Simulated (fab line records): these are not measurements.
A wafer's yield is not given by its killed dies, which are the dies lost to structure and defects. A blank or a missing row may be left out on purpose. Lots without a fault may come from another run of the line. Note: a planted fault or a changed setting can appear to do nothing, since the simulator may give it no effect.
The tool behind it: which one?    flow sky130    7 lots with 21 wafers sampled at 3 steps, on a route of 708 steps

== WHAT THE GAUGES READ, wafer by wafer ==
SKY_VIA3_CD_MEAS_12: target cd 200 nm.
lot   measured      on        cdNm (nm)
L933  day 41 00:03  cdSem-01  202.1 201.7 201.7
L936  day 41 05:25  cdSem-02  198.9 197.6 198.3
L938  day 41 21:28  cdSem-01  199.3 198.2 198.0
L942  day 42 18:01  cdSem-01  199.8 198.7 198.2
L952  day 45 07:14  cdSem-01  201.4 199.3 201.7
L954  day 45 21:43  cdSem-02  202.4 202.2 201.4
L955  day 46 06:26  cdSem-01  201.0 200.6 200.7

== EACH LOT AND THE TOOL THAT RAN IT (in order: tool; ch and the chambers of the sampled wafers; start) ==
lot   SKY_METAL3_DESCUM_15              SKY_METAL3_ETCH_16
L933  rieMetal-03 ch 0,1, day 39 22:13  rieMetal-03 ch 0,1, day 39 22:14
L936  rieMetal-04 ch 0,1, day 40 03:03  rieMetal-04 ch 0,1, day 40 03:05
L938  rieMetal-03 ch 0,1, day 40 21:01  rieMetal-03 ch 0,1, day 40 21:02
L942  rieMetal-04 ch 0,1, day 41 16:15  rieMetal-04 ch 0,1, day 41 16:17
L952  rieMetal-04 ch 0,1, day 44 07:40  rieMetal-04 ch 0,1, day 44 07:41
L954  rieMetal-01 ch 0,1, day 44 23:28  rieMetal-01 ch 0,1, day 44 23:29
L955  rieMetal-03 ch 0,1, day 45 07:38  rieMetal-03 ch 0,1, day 45 07:40
- SKY_METAL3_DESCUM_15: chemistry O2, time 8 s.
- SKY_METAL3_ETCH_16: etches BARC in N2/H2, stops on SiO2, time 88.2 s, target depth 60 nm.

== THE ANSWER, worked out from the rows above alone ==
Rule: the lots themselves supply what counts as usual. Put in order of their means at a reading, lots are off if they are a third of the lots or fewer, leave a main group of 4 or more, and stand apart from it by a gap of 3 or more times the standard deviation of the main group's means; of several such gaps the widest counts. Not used: any main group whose means are identical at the precision the tables above print for the reading. Also off: a lot with no number at a reading for which 4 or more lots have one. Where the step has rows for the other lots, those lots are counted as sound.
Across all readings shown, no lot is off: no conclusion can be drawn from this.

== WHAT THE SIMULATOR HAD PUT IN ==
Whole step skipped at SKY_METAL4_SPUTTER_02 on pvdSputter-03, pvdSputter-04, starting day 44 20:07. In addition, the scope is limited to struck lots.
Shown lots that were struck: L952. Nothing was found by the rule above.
